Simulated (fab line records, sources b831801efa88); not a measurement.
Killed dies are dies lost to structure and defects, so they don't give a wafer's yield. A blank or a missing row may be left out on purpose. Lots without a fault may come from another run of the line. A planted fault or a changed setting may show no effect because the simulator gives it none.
fab line records | flow sky130
record lots=7 wafers=21 last_day=50
route steps=708 shown PWDE@52 NWELL@56 PAD_OPEN@708
lots that met no fault: from a run of the same line without faults
start_h: hours from the record's first day to the start of the lot's first wafer shown | wait_h: hours since the lot's step before | " the same as in the row above | L1.1+2: a row that stands for several wafers | - no value, or no start given | * or withheld: withheld | < > ~ a bound
route shown NAME@n: a module of which the file shows steps, and the number in the route of the first | usual: mean/standard deviation of fault-free wafers | same: alike in all rows | chamber/n: place in a boat | sites: the reading at each site | _std_site: their standard deviation | _edge_site: outer sites' mean less inner sites' | radius_mm: how far each site lies from the wafer's centre | mask NAME#n: copy n | behind: the tool/chamber that last shaped the wafer | hold: why the lot was held/for how many hours/how that ended | device: the transistor (n, p or np) that didn't switch | end of line: the same wafers' tests at the end of the route | a step without rows: its recipe alone | killed: dies lost to structure and defects at the first sort, not the wafer's yield | map: a wafer's dies, x killed, . not, _ none there
set.NAME: the setting as run; set.NAME@STEP: as run at that earlier step | model.NAME: the simulator's own value behind a step, which no gauge read
lots at some steps of the route; a table a step, a row a wafer
services: from which hour (start_h, from the record's first day; less than 0 if before it) a tool's chamber was out of use, for how many hours, and why
## steps
# step SKY_PWDE_OVL_MEAS_07
# usual PWDE_OVL=1.2/1.4
# columns lot.wafer tool chamber start_h wait_h PWDE_OVL[nm]
L353.3 overlay-02 - 69.24 - 2.2
L353.4 " - " " -0.2
L353.6 " - " " 1.8
L357.1 overlay-01 - 96.63 - -0.7
L357.4 " - " " 1.3
L357.6 " - " " 0.1
L367.1 overlay-02 - 145.93 - 0.1
L367.5 " - " " -0.3
L367.6 " - " " 0.8
L369.2 overlay-02 - 159.75 - 0.2
L369.3 " - " " 0.5
L369.6 " - " " 2.1
L370.1 overlay-02 - 164.80 - 2.7
L370.3 " - " " 2.2
L370.5 " - " " 1.5
L371.3 overlay-01 - 170.99 - 0.5
L371.5 " - " " -1.7
L371.6 " - " " -0.3
L372.3 overlay-02 - 184.04 - -0.8
L372.4 " - " " 1.7
L372.5 " - " " 2.2
# step SKY_PWDE_IMPLANT_08
# recipe species=B energy_kev=150 dose_cm2=3.6e+12 tilt_deg=withheld
# step SKY_PWDE_STRIP_09
# recipe chemistry=O2/N2 power_w=1400 pressure_mtorr=1500 platen_temp_c=withheld o2_flow_sccm=3000 n2_flow_sccm=300 overash_fraction=0.5
# usual drypump_motor_current_A=5.7/0.41 o2_flow_sccm=3000/9.7 oes_product_au=0.723/0.0043 strip_time_to_endpoint_s=36.92/0.1
# columns lot.wafer tool chamber start_h wait_h drypump_motor_current_A o2_flow_sccm oes_product_au rf_hours_counter_h strip_time_to_endpoint_s
L353.3 plasma_asher-04 0 69.45 0.1 6.0 3005 0.719 - 36.85
L353.4 " 1 " " 5.7 3014 0.730 - 36.95
L353.6 " 0 " " 6.0 3003 0.720 - 36.76
L357.1 plasma_asher-04 0 96.82 0.1 6.0 3003 0.729 40 37.04
L357.4 " 1 " " 5.7 3006 0.720 - 36.94
L357.6 " 0 " " 6.0 2990 0.721 - 36.93
L367.1 plasma_asher-03 1 146.12 0.1 6.0 2988 0.722 34 36.92
L367.5 " 1 " " 6.0 2986 0.724 - 36.91
L367.6 " 0 " " 5.1 3008 0.726 - 36.94
L369.2 plasma_asher-04 1 159.93 0.1 5.7 3007 0.719 4 36.90
L369.3 " 1 " " 5.7 3002 0.717 - 37.05
L369.6 " 1 " " 5.7 3010 0.721 - 37.02
L370.1 plasma_asher-04 0 164.98 0.1 6.0 2995 0.720 4 36.75
L370.3 " 0 " " 6.0 2994 0.723 - 36.80
L370.5 " 1 " " 5.7 2985 0.722 - 36.85
L371.3 plasma_asher-03 1 171.20 0.1 6.0 3003 0.722 - 36.99
L371.5 " 1 " " 6.0 3006 0.717 - 37.04
L371.6 " 0 " " 5.1 3003 0.726 - 37.08
L372.3 plasma_asher-03 1 184.25 0.1 6.0 2999 0.729 - 36.91
L372.4 " 0 " " 5.0 2981 0.719 - 37.01
L372.5 " 0 " " 5.0 3010 0.720 - 37.04
# step SKY_PWDE_TW_MEAS_10
# usual PWDE_TW=373/7
# columns lot.wafer tool chamber start_h wait_h PWDE_TW
L353.3 film_metro-02 - 69.54 0.1 367
L353.4 " - " " 366
L353.6 " - " " 365
L357.1 film_metro-02 - 96.92 0.1 363
L357.4 " - " " 367
L357.6 " - " " 367
L367.1 film_metro-01 - 146.22 0.1 369
L367.5 " - " " 369
L367.6 " - " " 373
L369.2 film_metro-04 - 160.04 0.1 383
L369.3 " - " " 382
L369.6 " - " " 380
L370.1 film_metro-01 - 165.08 0.1 370
L370.3 " - " " 372
L370.5 " - " " 370
L371.3 film_metro-02 - 171.29 0.1 366
L371.5 " - " " 365
L371.6 " - " " 368
L372.3 film_metro-04 - 184.34 0.1 380
L372.4 " - " " 380
L372.5 " - " " 380
# step SKY_NWELL_DEHYDRATE_03
# recipe temp_c=200 time_s=60
# step SKY_NWELL_HMDS_04
# recipe prime_time_s=60 prime_temp_c=120
# step SKY_NWELL_COAT_05
# recipe spin_rpm=2000 resist_thk_nm=3000
# step SKY_NWELL_SOFTBAKE_06
# recipe temp_c=110 time_s=withheld
# step SKY_NWELL_EXPOSE_07
# recipe mask_id=NWM na=0.6 source_shape=conventional sigma_outer=0.6 polarization=unpolarized target_cd_nm=840 dose_mj=255
# step SKY_NWELL_PEB_08
# recipe temp_c=115 time_s=withheld
# step SKY_NWELL_DEVELOP_09
# recipe wall_angle_deg=90 developer=TMAH develop_time_s=60 dev_temp_c=23
# step SKY_NWELL_OVL_MEAS_10
# usual NWELL_00_OVL=-0.1/1.4
# columns lot.wafer tool chamber start_h wait_h NWELL_00_OVL[nm]
L353.3 overlay-01 - 87.29 - -0.9
L353.4 " - " " 0.6
L353.6 " - " " -1.6
L357.1 overlay-01 - 114.95 - -1.0
L357.4 " - " " -0.2
L357.6 " - " " -0.4
L367.1 overlay-01 - 166.43 - -0.2
L367.5 " - " " 2.0
L367.6 " - " " -0.3
L369.2 overlay-01 - 180.79 - 2.4
L369.3 " - " " -0.3
L369.6 " - " " 2.2
L370.1 overlay-02 - 186.01 - 0.3
L370.3 " - " " -0.6
L370.5 " - " " 0.9
L371.3 overlay-02 - 192.09 - -2.6
L371.5 " - " " -0.3
L371.6 " - " " 1.2
L372.3 overlay-01 - 204.39 - -1.0
L372.4 " - " " -2.0
L372.5 " - " " -1.1
# step SKY_NWELL_IMPLANT_11
# recipe species=P energy_kev=400 dose_cm2=1.9e+13 tilt_deg=withheld
# usual beam_energy_keV=399.99/0.12 end_station_pressure_torr=5.08e-06/2.8e-07
# columns lot.wafer tool chamber start_h wait_h beam_energy_keV end_station_pressure_torr model.implant.rp_nm model.implant.drp_nm
L353.3 implanter-02 0 87.37 0.1 399.91 4.89e-06 490.7 116.9
L353.4 " 0 " " 399.95 5.26e-06 490.7 116.9
L353.6 " 0 " " 400.00 4.63e-06 490.7 116.9
L357.1 implanter-04 0 114.99 0.0 400.01 4.78e-06 509.1 116.9
L357.4 " 0 " " 400.27 5.02e-06 509.1 116.9
L357.6 " 0 " " 400.12 5.22e-06 509.1 116.9
L367.1 implanter-02 0 166.47 0.0 457.24 4.89e-06 559.6 124.9
L367.5 " 0 " " 457.21 5.3e-06 559.6 124.9
L367.6 " 0 " " 457.12 4.8e-06 559.6 124.9
L369.2 implanter-01 0 180.84 0.0 399.96 5.19e-06 514.9 116.9
L369.3 " 0 " " 399.99 4.97e-06 514.9 116.9
L369.6 " 0 " " 399.98 5.12e-06 514.9 116.9
L370.1 implanter-01 0 186.05 0.0 400.15 5.32e-06 497.6 116.9
L370.3 " 0 " " 400.00 5.21e-06 497.6 116.9
L370.5 " 0 " " 399.91 4.66e-06 497.6 116.9
L371.3 implanter-02 0 192.17 0.1 457.12 4.48e-06 567.7 124.9
L371.5 " 0 " " 457.05 5.16e-06 567.7 124.9
L371.6 " 0 " " 457.02 4.74e-06 567.7 124.9
L372.3 implanter-02 0 204.47 0.1 457.22 5.84e-06 551.1 124.9
L372.4 " 0 " " 457.27 5.14e-06 551.1 124.9
L372.5 " 0 " " 457.25 5.33e-06 551.1 124.9
# step SKY_NWELL_IMPLANT_12
# recipe species=P energy_kev=120 dose_cm2=1.3e+12 tilt_deg=withheld
# step SKY_NWELL_IMPLANT_13
# recipe species=P energy_kev=50 dose_cm2=7e+11 tilt_deg=withheld
# step SKY_NWELL_STRIP_14
# recipe chemistry=O2/N2 power_w=1400 pressure_mtorr=1500 platen_temp_c=withheld o2_flow_sccm=3000 n2_flow_sccm=300 overash_fraction=0.5
# usual drypump_motor_current_A=5.7/0.38 o2_flow_sccm=3000/7.5 oes_product_au=0.722/0.0048 strip_time_to_endpoint_s=36.91/0.11
# columns lot.wafer tool chamber start_h wait_h drypump_motor_current_A o2_flow_sccm oes_product_au rf_hours_counter_h strip_time_to_endpoint_s
L353.3 plasma_asher-01 0 87.80 0.1 6.4 3001 0.719 - 37.04
L353.4 " 1 " " 5.4 3008 0.721 - 37.13
L353.6 " 0 " " 6.3 2990 0.720 - 37.05
L357.1 plasma_asher-01 1 115.44 0.1 5.4 2999 0.718 40 36.81
L357.4 " 1 " " 5.4 2997 0.723 - 36.89
L357.6 " 0 " " 6.4 3016 0.722 - 36.99
L367.1 plasma_asher-02 1 166.92 0.1 5.8 2978 0.726 49 36.94
L367.5 " 0 " " 5.6 2998 0.719 - 36.96
L367.6 " 1 " " 5.8 2986 0.721 - 37.01
L369.2 plasma_asher-03 0 181.27 0.1 5.0 3001 0.726 38 36.92
L369.3 " 0 " " 5.0 2993 0.709 - 36.77
L369.6 " 0 " " 5.0 3012 0.724 - 36.84
L370.1 plasma_asher-03 0 186.50 0.1 5.1 3011 0.721 38 36.85
L370.3 " 1 " " 6.0 3002 0.719 - 36.86
L370.5 " 0 " " 5.1 3006 0.722 - 36.79
L371.3 plasma_asher-02 1 192.60 0.1 5.8 2995 0.719 - 36.83
L371.5 " 0 " " 5.6 2999 0.724 - 36.81
L371.6 " 1 " " 5.8 3015 0.716 - 36.90
L372.3 plasma_asher-03 1 204.90 0.1 6.0 3000 0.720 - 36.86
L372.4 " 0 " " 5.0 2998 0.722 - 36.89
L372.5 " 0 " " 5.1 2998 0.723 - 36.88
# step SKY_NWELL_TW_MEAS_15
# usual NWELL_TW=1808/31
# columns lot.wafer tool chamber start_h wait_h NWELL_TW
L353.3 film_metro-01 - 87.89 0.1 1797
L353.4 " - " " 1799
L353.6 " - " " 1797
L357.1 film_metro-02 - 115.54 0.1 1775
L357.4 " - " " 1779
L357.6 " - " " 1776
L367.1 film_metro-01 - 167.02 0.1 1831
L367.5 " - " " 1824
L367.6 " - " " 1823
L369.2 film_metro-04 - 181.38 0.1 1839
L369.3 " - " " 1837
L369.6 " - " " 1841
L370.1 film_metro-02 - 186.60 0.1 1780
L370.3 " - " " 1784
L370.5 " - " " 1782
L371.3 film_metro-04 - 192.69 0.1 1875
L371.5 " - " " 1875
L371.6 " - " " 1867
L372.3 film_metro-04 - 204.99 0.1 1876
L372.4 " - " " 1859
L372.5 " - " " 1875
# step SKY_NWELL_DEHYDRATE_16
# recipe temp_c=200 time_s=60
# step SKY_NWELL_HMDS_17
# recipe prime_time_s=60 prime_temp_c=120
# step SKY_NWELL_COAT_18
# recipe spin_rpm=2000 resist_thk_nm=3000
# step SKY_NWELL_SOFTBAKE_19
# recipe temp_c=110 time_s=withheld
# step SKY_NWELL_EXPOSE_20
# recipe mask_id=NWM_COMPLEMENT na=0.6 source_shape=conventional sigma_outer=0.6 polarization=unpolarized target_cd_nm=840 dose_mj=260
# step SKY_NWELL_PEB_21
# recipe temp_c=115 time_s=withheld
# step SKY_NWELL_DEVELOP_22
# recipe wall_angle_deg=90 developer=TMAH develop_time_s=60 dev_temp_c=23
# step SKY_NWELL_OVL_MEAS_23
# usual NWELL_01_OVL=0.2/1.3
# columns lot.wafer tool chamber start_h wait_h NWELL_01_OVL[nm]
L353.3 overlay-01 - 105.30 - 0.1
L353.4 " - " " -0.4
L353.6 " - " " -1.3
L357.1 overlay-01 - 134.63 - 1.4
L357.4 " - " " 2.1
L357.6 " - " " 3.0
L367.1 overlay-02 - 187.88 - -0.3
L367.5 " - " " -0.6
L367.6 " - " " 0.5
L369.2 overlay-01 - 202.16 - 0.3
L369.3 " - " " -0.2
L369.6 " - " " -1.3
L370.1 overlay-01 - 206.88 - 2.2
L370.3 " - " " -0.1
L370.5 " - " " -0.3
L371.3 overlay-02 - 212.84 - 1.8
L371.5 " - " " 2.6
L371.6 " - " " 0.4
L372.3 overlay-01 - 225.82 - -2.0
L372.4 " - " " -1.8
L372.5 " - " " -0.7
# step SKY_NWELL_IMPLANT_24
# recipe species=B energy_kev=137.3 dose_cm2=9.2e+12 tilt_deg=withheld
# step SKY_NWELL_STRIP_25
# recipe chemistry=O2/N2 power_w=1400 pressure_mtorr=1500 platen_temp_c=withheld o2_flow_sccm=3000 n2_flow_sccm=300 overash_fraction=0.5
# usual drypump_motor_current_A=5.7/0.44 o2_flow_sccm=3002/9.1 oes_product_au=0.722/0.0046 strip_time_to_endpoint_s=36.85/0.13
# columns lot.wafer tool chamber start_h wait_h drypump_motor_current_A o2_flow_sccm oes_product_au rf_hours_counter_h strip_time_to_endpoint_s
L353.3 plasma_asher-02 1 105.51 0.1 5.8 2999 0.722 - 36.77
L353.4 " 0 " " 5.6 3005 0.718 - 36.74
L353.6 " 0 " " 5.6 3010 0.720 - 36.94
L357.1 plasma_asher-01 1 134.82 0.1 5.4 3002 0.727 41 36.83
L357.4 " 1 " " 5.4 3015 0.723 - 36.80
L357.6 " 0 " " 6.3 2998 0.711 - 36.77
L367.1 plasma_asher-03 0 188.07 0.1 5.1 3006 0.720 38 36.60
L367.5 " 1 " " 6.0 2996 0.730 - 36.79
L367.6 " 0 " " 5.1 3004 0.715 - 36.63
L369.2 plasma_asher-01 0 202.34 0.1 6.4 2996 0.723 49 36.68
L369.3 " 0 " " 6.4 3007 0.720 - 36.74
L369.6 " 0 " " 6.4 3010 0.719 - 36.75
L370.1 plasma_asher-03 1 207.07 0.1 6.0 3007 0.717 41 36.80
L370.3 " 0 " " 5.1 2993 0.717 - 37.02
L370.5 " 0 " " 5.1 2988 0.716 - 36.84
L371.3 plasma_asher-01 0 213.05 0.1 6.4 3024 0.724 - 36.64
L371.5 " 1 " " 5.4 2990 0.722 - 36.73
L371.6 " 0 " " 6.4 3015 0.723 - 36.72
L372.3 plasma_asher-02 1 226.02 0.1 5.8 3003 0.728 - 37.13
L372.4 " 0 " " 5.6 3015 0.722 - 37.07
L372.5 " 0 " " 5.6 3014 0.721 - 37.06
# step SKY_NWELL_TW_MEAS_26
# usual NWELL_2_TW=494/9.5
# columns lot.wafer tool chamber start_h wait_h NWELL_2_TW
L353.3 film_metro-01 - 105.59 0.1 485
L353.4 " - " " 485
L353.6 " - " " 485
L357.1 film_metro-04 - 134.92 0.1 505
L357.4 " - " " 509
L357.6 " - " " 508
L367.1 film_metro-04 - 188.17 0.1 504
L367.5 " - " " 504
L367.6 " - " " 503
L369.2 film_metro-04 - 202.45 0.1 506
L369.3 " - " " 504
L369.6 " - " " 504
L370.1 film_metro-04 - 207.17 0.1 503
L370.3 " - " " 503
L370.5 " - " " 504
L371.3 film_metro-01 - 213.14 0.1 491
L371.5 " - " " 489
L371.6 " - " " 491
L372.3 film_metro-02 - 226.11 0.1 485
L372.4 " - " " 484
L372.5 " - " " 484
# step SKY_NWELL_CLEAN_27
# recipe chemistry=SC1/SC2 mix=1:4:20 temp_c=70 time_s=150 dry=n2_spin
# step SKY_NWELL_RTA_28
# recipe temp_c=1050 time_s=30 idle_temp_c=650 ramp_up_c_per_s=150 ramp_down_c_per_s=90 ambient=N2
# usual lamp_power_pct=25.31/0.053 wafer_temp_C_max=1054.7/0.84
# columns lot.wafer tool chamber start_h wait_h lamp_power_pct wafer_temp_C_max
L353.3 rtp_anneal-01 0 105.72 0.0 25.16 1055.0
L353.4 " 0 " " 25.29 1054.7
L353.6 " 0 " " 25.33 1055.0
L357.1 rtp_anneal-02 0 135.03 0.0 25.20 1054.7
L357.4 " 0 " " 25.26 1055.1
L357.6 " 0 " " 25.25 1055.8
L367.1 rtp_anneal-02 0 188.28 0.0 25.32 1054.4
L367.5 " 0 " " 25.31 1055.8
L367.6 " 0 " " 25.25 1053.7
L369.2 rtp_anneal-02 0 202.57 0.0 25.30 1054.4
L369.3 " 0 " " 25.40 1054.6
L369.6 " 0 " " 25.34 1055.1
L370.1 rtp_anneal-01 0 207.28 0.0 25.32 1055.4
L370.3 " 0 " " 25.34 1053.7
L370.5 " 0 " " 25.35 1054.2
L371.3 rtp_anneal-01 0 213.26 0.0 25.29 1054.3
L371.5 " 0 " " 25.32 1054.8
L371.6 " 0 " " 25.32 1056.3
L372.3 rtp_anneal-01 0 226.23 0.0 25.26 1055.6
L372.4 " 0 " " 25.39 1053.9
L372.5 " 0 " " 25.23 1055.9
# step SKY_NWELL_RS_MEAS_29
# recipe thk_meas_gauge=four-point-probe
# usual NWELL_RS=624.4/1.5
# columns lot.wafer tool chamber start_h wait_h hold NWELL_RS[ohm/sq]
L353.3 film_metro-04 - 105.82 0.1 - 623.7
L353.4 " - " " - 622.7
L353.6 " - " " - 624.1
L357.1 film_metro-04 - 135.13 0.1 - 625.9
L357.4 " - " " - 626.2
L357.6 " - " " - 625.1
L367.1 film_metro-01 - 188.38 0.1 await_dispo/0.2h/release 604.5
L367.5 " - " " await_dispo/0.2h/release 607.6
L367.6 " - " " await_dispo/0.2h/release 604.5
L367.1 film_metro-01 - 188.74 0.3 - 605.6
L367.5 " - " " - 606.4
L367.6 " - " " - 604.3
L369.2 film_metro-01 - 202.67 0.1 - 626.6
L369.3 " - " " - 626.2
L369.6 " - " " - 626.1
L370.1 film_metro-02 - 207.38 0.1 - 622.4
L370.3 " - " " - 623.4
L370.5 " - " " - 622.9
L371.3 film_metro-04 - 213.37 0.1 await_dispo/0.2h/release 605.5
L371.5 " - " " await_dispo/0.2h/release 606.9
L371.6 " - " " await_dispo/0.2h/release 607.5
L371.3 film_metro-04 - 213.73 0.3 - 606.0
L371.5 " - " " - 606.9
L371.6 " - " " - 606.0
L372.3 film_metro-04 - 226.34 0.1 await_dispo/0.2h/release 606.2
L372.4 " - " " await_dispo/0.2h/release 607.0
L372.5 " - " " await_dispo/0.2h/release 607.5
L372.3 film_metro-04 - 226.70 0.3 - 606.2
L372.4 " - " " - 606.6
L372.5 " - " " - 606.7
# step SKY_PAD_OPEN_PROBE_99
# usual killed_at_M0_to_M3=43/7.5 killed_at_M4_up=3.2/1.9 killed_at_contacts=24/4.9 killed_at_front_end=15/4.3 killed_at_other=0.4/0.72 killed_dies=86/9.1 killed_open=47/6.5 killed_short=39/6.5
# same gross_dies=492 killed_at_back_side=0
# columns lot.wafer tool chamber start_h wait_h killed_at_M0_to_M3 killed_at_M4_up killed_at_contacts killed_at_front_end killed_at_other killed_dies killed_open killed_short model.etest.nfet_16v.r_on_ohm_um model.etest.res_nwell.line_ohm_um model.etest.res_nwell.rs_ohm_sq model.etest.pfet_g5v0d10v5.r_on_ohm_um model.etest.tip_p_5v.rs_ohm_sq model.etest.pfet_16v.drive_ua_um model.etest.pfet_g5v0d10v5.drive_ua_um model.etest.nfet_16v.drive_ua_um
L353.3 prober-02 - 1086.18 0.2 36 6 25 15 0 82 38 44 1.414e+04 1120 950.5 4830 2859 243.8 334.8 220.9
L353.4 prober-02 - 1086.23 0.2 43 4 25 22 0 94 44 49 1.408e+04 1135 964.4 4774 2869 245.9 342.4 220.4
L353.6 prober-02 - 1086.33 0.2 36 3 28 14 0 81 39 41 1.408e+04 1123 956.4 4805 2833 243.6 340.6 222.4
L357.1 prober-01 - 1119.25 0.1 45 6 20 16 0 87 51 34 1.46e+04 1049 903.9 4713 2782 243.9 346.1 213.3
L357.4 prober-01 - 1119.40 0.2 43 2 26 11 0 82 46 35 1.462e+04 1104 959.5 4689 2813 210 345.1 214.7
L357.6 prober-01 - 1119.50 0.2 46 5 15 11 1 78 50 25 1.469e+04 1063 905.4 4787 2831 242.7 341 214.6
L367.1 prober-02 - 1173.46 0.1 47 1 31 15 0 94 53 40 1.565e+04 932.6 812 4698 2774 251.4 349.8 210.2
L367.5 prober-02 - 1173.66 0.2 43 2 21 22 0 88 45 42 1.538e+04 907.8 777.7 4656 2761 265.2 360.2 216.4
L367.6 prober-02 - 1173.71 0.2 47 5 23 15 1 91 46 43 1.575e+04 916.7 783.9 4773 2779 257.6 346.8 210.5
L369.2 prober-02 - 1176.35 0.1 55 5 16 11 0 87 51 36 1.449e+04 1016 872.9 4706 2810 254.7 349.3 218.1
L369.3 prober-02 - 1176.40 0.2 33 5 27 20 0 85 49 36 1.458e+04 1005 858.2 4717 2801 255.8 345.7 216.2
L369.6 prober-02 - 1176.55 0.2 42 4 25 15 1 87 57 30 1.445e+04 1054 908.1 4677 2817 231 350 217.9
L370.1 prober-01 - 1184.15 0.1 41 1 36 21 0 99 57 42 1.409e+04 1126 939.5 4704 2835 246.1 341.6 220.3
L370.3 prober-01 - 1184.25 0.2 40 6 36 15 0 97 51 45 1.411e+04 1106 931.1 4602 2817 249.2 348 217.1
L370.5 prober-01 - 1184.35 0.2 47 7 21 19 1 95 41 49 1.434e+04 1187 993.1 4765 2838 234 341.5 215.7
L371.3 prober-02 - 1188.42 0.2 50 3 20 12 1 86 54 32 1.637e+04 912.2 772.5 4658 2748 259 354.8 208.7
L371.5 prober-02 - 1188.52 0.2 40 2 28 15 0 85 42 43 1.599e+04 946 806.5 4660 2754 244.1 354.8 208.9
L371.6 prober-02 - 1188.57 0.2 43 3 21 18 0 85 44 41 1.612e+04 917.7 771.8 4742 2764 259.9 348.2 210.3
L372.3 prober-02 - 1192.71 0.2 35 3 27 18 0 83 48 35 1.512e+04 947.1 807.2 4630 2783 263.2 353.1 217.5
L372.4 prober-02 - 1192.76 0.2 36 4 18 18 0 76 47 29 1.508e+04 950.9 802.6 4623 2787 263.4 355.1 215.7
L372.5 prober-02 - 1192.81 0.2 36 4 18 14 0 72 42 30 1.527e+04 956.7 799.9 4669 2775 263.2 354.3 217.3
# killed by level:class
L353.3 CONTACT:geometric_particle:short=8 VIA1:geometric_particle:open=8 LI_CONTACT:geometric_particle:open=7 METAL2:geometric_particle:short=7 CONTACT:geometric_particle:open=6 VIA2:geometric_particle:open=5 METAL4:geometric_particle:short=5 FIELD_ISO:geometric_particle:short=4
L353.4 CONTACT:geometric_particle:open=11 METAL3:geometric_particle:short=9 VIA1:geometric_particle:short=8 VIA1:geometric_particle:open=7 FIELD_ISO:geometric_particle:open=5 POLY_GATE:geometric_particle:open=5 LI_CONTACT:geometric_particle:open=5 METAL2:geometric_particle:short=5
L353.6 VIA1:geometric_particle:open=9 LI_CONTACT:geometric_particle:open=7 CONTACT:geometric_particle:open=7 METAL1:geometric_particle:short=7 CONTACT:geometric_particle:short=6 POLY_GATE:geometric_particle:open=5 LOCAL_INTERCONNECT:geometric_particle:short=5 VIA1:geometric_particle:short=4
L357.1 CONTACT:geometric_particle:open=9 VIA2:geometric_particle:open=8 VIA1:geometric_particle:open=8 METAL2:geometric_particle:short=8 LI_CONTACT:geometric_particle:open=5 FIELD_ISO:geometric_particle:open=4 VIA3:geometric_particle:open=4 POLY_GATE:geometric_particle:short=4
L357.4 VIA1:geometric_particle:open=10 CONTACT:geometric_particle:open=9 LI_CONTACT:geometric_particle:open=9 METAL1:geometric_particle:short=8 VIA3:geometric_particle:open=7 METAL2:geometric_particle:short=5 FIELD_ISO:geometric_particle:open=3 POLY_GATE:geometric_particle:short=3
L357.6 VIA1:geometric_particle:open=11 VIA2:geometric_particle:open=7 CONTACT:geometric_particle:open=7 VIA3:geometric_particle:open=6 METAL1:geometric_particle:short=5 LI_CONTACT:geometric_particle:open=4 METAL1:geometric_particle:open=4 METAL2:geometric_particle:short=4
L367.1 CONTACT:geometric_particle:open=14 VIA1:geometric_particle:open=13 VIA2:geometric_particle:short=8 VIA3:geometric_particle:open=7 LI_CONTACT:geometric_particle:open=6 CONTACT:geometric_particle:short=6 FIELD_ISO:geometric_particle:short=5 POLY_GATE:geometric_particle:open=4
L367.5 POLY_GATE:geometric_particle:short=8 CONTACT:geometric_particle:open=8 VIA1:geometric_particle:open=8 VIA3:geometric_particle:open=7 FIELD_ISO:geometric_particle:short=5 VIA2:geometric_particle:short=5 VIA2:geometric_particle:open=5 POLY_GATE:geometric_particle:open=4
L367.6 VIA1:geometric_particle:open=10 CONTACT:geometric_particle:open=10 METAL1:geometric_particle:short=7 VIA2:geometric_particle:open=7 LOCAL_INTERCONNECT:geometric_particle:short=6 VIA1:geometric_particle:short=6 VIA2:geometric_particle:short=5 VIA3:geometric_particle:open=5
L369.2 VIA1:geometric_particle:open=14 METAL2:geometric_particle:short=9 VIA2:geometric_particle:open=7 CONTACT:geometric_particle:open=6 LI_CONTACT:geometric_particle:open=6 VIA1:geometric_particle:short=6 POLY_GATE:geometric_particle:short=4 VIA3:geometric_particle:open=4
L369.3 VIA1:geometric_particle:open=10 CONTACT:geometric_particle:open=10 LI_CONTACT:geometric_particle:open=7 FIELD_ISO:geometric_particle:open=6 FIELD_ISO:geometric_particle:short=6 METAL4:geometric_particle:short=5 POLY_GATE:geometric_particle:short=4 METAL3:geometric_particle:short=4
L369.6 VIA1:geometric_particle:open=12 LI_CONTACT:geometric_particle:open=9 VIA2:geometric_particle:open=9 CONTACT:geometric_particle:open=8 VIA3:geometric_particle:open=7 POLY_GATE:geometric_particle:open=5 METAL1:geometric_particle:short=4 LI_CONTACT:geometric_particle:short=4
L370.1 LI_CONTACT:geometric_particle:open=12 CONTACT:geometric_particle:open=11 FIELD_ISO:geometric_particle:open=9 METAL2:geometric_particle:short=8 VIA2:geometric_particle:open=8 LOCAL_INTERCONNECT:geometric_particle:short=6 VIA1:geometric_particle:open=6 CONTACT:geometric_particle:short=4
L370.3 CONTACT:geometric_particle:open=15 LI_CONTACT:geometric_particle:open=7 METAL2:geometric_particle:short=7 LOCAL_INTERCONNECT:geometric_particle:short=6 VIA1:geometric_particle:short=6 VIA2:geometric_particle:open=5 POLY_GATE:geometric_particle:open=4 METAL2:geometric_particle:open=4
L370.5 METAL1:geometric_particle:short=7 FIELD_ISO:geometric_particle:short=6 VIA2:geometric_particle:open=6 VIA3:geometric_particle:open=6 FIELD_ISO:geometric_particle:open=5 LOCAL_INTERCONNECT:geometric_particle:short=5 CONTACT:geometric_particle:short=5 VIA1:geometric_particle:open=5
L371.3 VIA1:geometric_particle:open=12 CONTACT:geometric_particle:open=9 VIA3:geometric_particle:open=7 VIA2:geometric_particle:open=7 POLY_GATE:geometric_particle:open=4 VIA1:geometric_particle:short=4 METAL2:geometric_particle:short=4 FIELD_ISO:geometric_particle:open=3
L371.5 LI_CONTACT:geometric_particle:open=8 LI_CONTACT:geometric_particle:short=7 METAL1:geometric_particle:short=7 CONTACT:geometric_particle:open=7 VIA1:geometric_particle:open=6 VIA2:geometric_particle:open=6 FIELD_ISO:geometric_particle:short=5 VIA3:geometric_particle:open=5
L371.6 VIA1:geometric_particle:open=10 CONTACT:geometric_particle:open=9 FIELD_ISO:geometric_particle:short=8 LI_CONTACT:geometric_particle:open=7 METAL2:geometric_particle:short=6 LOCAL_INTERCONNECT:geometric_particle:short=5 VIA2:geometric_particle:open=5 POLY_GATE:geometric_particle:short=4
L372.3 VIA3:geometric_particle:open=8 CONTACT:geometric_particle:open=7 CONTACT:geometric_particle:short=7 VIA2:geometric_particle:open=7 LOCAL_INTERCONNECT:geometric_particle:short=6 POLY_GATE:geometric_particle:open=5 LI_CONTACT:geometric_particle:open=5 VIA1:geometric_particle:open=5
L372.4 VIA1:geometric_particle:open=10 POLY_GATE:geometric_particle:open=8 VIA1:geometric_particle:short=6 CONTACT:geometric_particle:short=5 CONTACT:geometric_particle:open=5 FIELD_ISO:geometric_particle:open=4 LI_CONTACT:geometric_particle:open=4 VIA2:geometric_particle:open=4
L372.5 VIA1:geometric_particle:open=7 CONTACT:geometric_particle:open=6 VIA2:geometric_particle:short=6 VIA3:geometric_particle:open=6 LI_CONTACT:geometric_particle:open=5 METAL2:geometric_particle:short=5 METAL3:geometric_particle:short=5 FIELD_ISO:geometric_particle:open=4
## services
# columns tool chamber start_h hours kind
implanter-04 - 61.36 5.6 repair
implanter-02 - 65.05 4.5 pm
plasma_asher-03 - 90.71 2.8 pm
implanter-01 - 97.49 1.3 repair
plasma_asher-04 - 108.75 9.0 pm
plasma_asher-04 0 108.75 9.0 vent_cycle
plasma_asher-04 1 108.75 9.0 vent_cycle
plasma_asher-03 - 115.91 0.9 repair
plasma_asher-04 0 117.75 - clean
plasma_asher-04 1 117.75 - clean
implanter-01 - 127.23 0.7 repair
implanter-04 - 127.55 3.6 pm
rtp_anneal-01 - 158.33 4.3 pm
plasma_asher-04 - 187.45 57.9 repair
implanter-04 - 193.37 4.9 repair
plasma_asher-01 - 206.61 5.0 repair
implanter-04 - 213.44 3.6 repair
## key
first_sign step=SKY_NWELL_IMPLANT_11 reading=beam_energy_keV direction=up sigmas=99+ usual=* struck=*
effect step=SKY_NWELL_RS_MEAS_29 reading=visit direction=added
effect step=SKY_NWELL_RS_MEAS_29 reading=NWELL_RS direction=down sigmas=12 usual=624.4 struck=606.4
model_effect step=SKY_NWELL_IMPLANT_11 value=implant.rp_nm without=496.2 struck=559.5
model_effect step=SKY_PAD_OPEN_PROBE_99 value=etest.nfet_16v.r_on_ohm_um without=1.419e+04 struck=1.564e+04
met_at SKY_NWELL_IMPLANT_11
struck_wafers L367.1,L367.5,L367.6,L371.3,L371.5,L371.6,L372.3,L372.4,L372.5
tester_left_out L367,L371,L372
onset_between 87.37 166.47
fault kind=process_parameter_drift tool=implanter-02 chamber=- onset_h=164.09 steps=SKY_NWELL_IMPLANT_11 channel=energy_kev offset=* shape=step end_h=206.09 acts_in=* stated=*
# tester_left_out: of these lots the tester's yield and bins aren't shown, on N5 and GAA mostly nor the transistor test; their killed dies are dies lost to structure and defects alone, not to doping, threshold or leakage, so they don't give the yield
